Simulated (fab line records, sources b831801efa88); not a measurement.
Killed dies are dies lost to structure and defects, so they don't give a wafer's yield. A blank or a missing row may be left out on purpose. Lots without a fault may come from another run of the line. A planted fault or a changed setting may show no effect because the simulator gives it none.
Which tool did it? | flow gf180mcu | 14 lots, 42 wafers sampled, at 4 steps of a route of 602

WHAT THE GAUGES READ, wafer by wafer
GF_NWELL_OVL_MEAS_07. Usual: NWELL_OVL -0.8 nm, standard deviation 1.3.
lot  | measured    | on         | NWELL_OVL (nm) | flag
L204 | day 3 09:29 | overlay-02 | 2.3 1.9 2.5    |
L205 | day 3 15:33 | overlay-01 | -0.4 -1.8 -1.7 |
L206 | day 3 22:05 | overlay-02 | -1.6 -1.9 0.2  |
L207 | day 4 00:30 | overlay-02 | -1.0 -0.7 -1.7 |
L208 | day 4 05:59 | overlay-01 | -0.5 -0.1 0.0  |
L210 | day 4 16:41 | overlay-01 | -1.2 0.7 -0.2  |
L214 | day 5 18:25 | overlay-01 | 0.6 -0.4 0.7   |
L216 | day 6 04:23 | overlay-01 | -2.4 0.0 0.0   |
L217 | day 6 09:01 | overlay-01 | -2.5 -4.2 -2.3 |
L219 | day 6 20:39 | overlay-02 | 1.1 -0.6 1.0   |
L221 | day 7 05:08 | overlay-02 | -0.6 -1.9 0.9  |
L222 | day 7 08:45 | overlay-01 | -0.8 0.8 0.6   |
L223 | day 7 15:11 | overlay-01 | 0.2 -0.3 0.1   |
L224 | day 7 19:35 | overlay-01 | -1.3 -0.6 -0.6 |

GF_VT_IMPLANT_OVL_MEAS_40. Usual: VT_IMPLANT_03_OVL -0.1 nm, standard deviation 1.5.
lot  | measured     | on         | VT_IMPLANT_03_OVL (nm) | flag
L204 | day 7 16:21  | overlay-02 | -0.5 -3.4 -2.7         |
L205 | day 7 20:47  | overlay-02 | 1.1 2.7 1.4            |
L206 | day 8 05:02  | overlay-02 | 2.6 1.8 1.2            |
L207 | day 8 11:30  | overlay-01 | -0.5 -0.2 -0.7         |
L208 | day 8 16:44  | overlay-01 | -0.7 -1.0 -1.6         |
L210 | day 9 05:50  | overlay-01 | 1.2 -0.6 0.3           |
L214 | day 10 13:02 | overlay-02 | -0.6 -0.9 -0.1         |
L216 | day 11 01:32 | overlay-02 | -0.2 0.1 -0.3          |
L217 | day 11 07:13 | overlay-01 | 3.0 3.3 2.0            |
L219 | day 11 21:50 | overlay-02 | 0.5 -0.6 0.8           |
L221 | day 12 07:45 | overlay-01 | 2.4 3.2 1.4            |
L222 | day 12 14:20 | overlay-02 | -2.1 -2.3 -2.0         |
L223 | day 12 18:46 | overlay-01 | -0.4 0.4 0.4           |
L224 | day 13 01:08 | overlay-02 | 1.1 2.0 0.9            |

GF_POLY_GATE_THK_MEAS_01. Usual: POLY_GATE_CVD_00_THK 200.7 nm, standard deviation 2.1.
lot  | measured     | on            | POLY_GATE_CVD_00_THK (nm) | flag
L204 | day 8 15:14  | film_metro-01 | 199.9 199.2 201.5         |
L205 | day 8 20:49  | film_metro-01 | 199.6 200.1 199.5         |
L206 | day 9 04:03  | film_metro-01 | 204.2 202.1 203.2         |
L207 | day 9 09:37  | film_metro-04 | 202.6 200.5 200.1         |
L208 | day 9 17:32  | film_metro-02 | 198.9 197.8 198.2         |
L210 | day 10 07:32 | film_metro-01 | 197.2 197.2 198.6         |
L214 | day 11 15:50 | film_metro-02 | 201.5 202.1 201.5         |
L216 | day 12 04:49 | film_metro-02 | 196.1 198.0 196.9         |
L217 | day 12 10:05 | film_metro-04 | 200.7 202.5 202.1         |
L219 | day 13 04:19 | film_metro-01 | 200.7 202.1 201.6         |
L221 | day 13 10:33 | film_metro-01 | 202.3 202.5 201.6         |
L222 | day 13 19:51 | film_metro-02 | 199.4 201.2 201.8         |
L223 | day 13 23:52 | film_metro-01 | 202.6 203.6 203.4         |
L224 | day 14 05:50 | film_metro-04 | 200.6 202.3 200.6         |

WHICH TOOL RAN EACH LOT (tool, then ch and the chambers of the sampled wafers, then the start)
lot  | GF_VT_IMPLANT_IMPLANT_41
L204 | implanter-04 ch 0, day 7 16:25
L205 | implanter-03 ch 0, day 7 20:53
L206 | implanter-03 ch 0, day 8 05:05
L207 | implanter-04 ch 0, day 8 11:34
L208 | implanter-04 ch 0, day 8 16:49
L210 | implanter-03 ch 0, day 9 05:53
L214 | implanter-02 ch 0, day 10 13:08
L216 | implanter-03 ch 0, day 11 01:35
L217 | implanter-04 ch 0, day 11 07:18
L219 | implanter-03 ch 0, day 11 21:55
L221 | implanter-02 ch 0, day 12 07:51
L222 | implanter-02 ch 0, day 12 14:24
L223 | implanter-02 ch 0, day 12 18:49
L224 | implanter-04 ch 0, day 13 01:11
- GF_VT_IMPLANT_IMPLANT_41

WHAT THE TOOLS THEMSELVES READ (means of the sampled wafers that have a number; where no wafer has one, the mark that the record gives instead)
GF_VT_IMPLANT_IMPLANT_41. Usual: beam_energy_keV 69.995, standard deviation 0.024.
lot  | tool         | beam_energy_keV | flag
L204 | implanter-04 | 69.988          |
L205 | implanter-03 | 69.983          |
L206 | implanter-03 | 69.999          |
L207 | implanter-04 | 69.997          |
L208 | implanter-04 | 70.007          |
L210 | implanter-03 | 70.022          |
L214 | implanter-02 | 70.013          |
L216 | implanter-03 | 76.072          | OFF
L217 | implanter-04 | 70.012          |
L219 | implanter-03 | 76.096          | OFF
L221 | implanter-02 | 69.979          |
L222 | implanter-02 | 69.992          |
L223 | implanter-02 | 70.007          |
L224 | implanter-04 | 69.972          |

THE ANSWER, worked out from the rows above alone
Rule: a lot is off if the mean of its wafers that have a number lies more than 3 standard deviations from the usual mean. A lot without any number at a reading at which 4 lots or more have one is off too. The other lots that the step has rows for count as sound. The gauges are gone through in route order, then the tools' own readings, and for those a lot's mean is taken as printed above. The first step at which some lot is off is used, and at that step the reading that is off furthest; a lot without a number counts as furthest.
Off: L216, L219, at GF_VT_IMPLANT_IMPLANT_41 (beam_energy_keV).
A tool fits if, at that step or a process step before it, it ran every lot that is off, and no sound lot after the first of them. One fits: implanter-03 at GF_VT_IMPLANT_IMPLANT_41. Its last sound lot is L210 (day 9 05:53), its first lot that is off L216 (day 11 01:35): a fault that began between those two fits.
The tool's own readings at GF_VT_IMPLANT_IMPLANT_41 bear it out: on the lots that are off they differ by more than 5 times the standard deviation of the sound lots' means. beam_energy_keV reads 76.084 there against 69.998 on the sound lots.

WHAT THE SIMULATOR HAD PUT IN
Process parameter drift: implanter-03, from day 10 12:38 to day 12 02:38, at GF_VT_IMPLANT_IMPLANT_41. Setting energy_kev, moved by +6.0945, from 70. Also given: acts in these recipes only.
Lots struck among those shown: L216, L219. The rule above found the same.
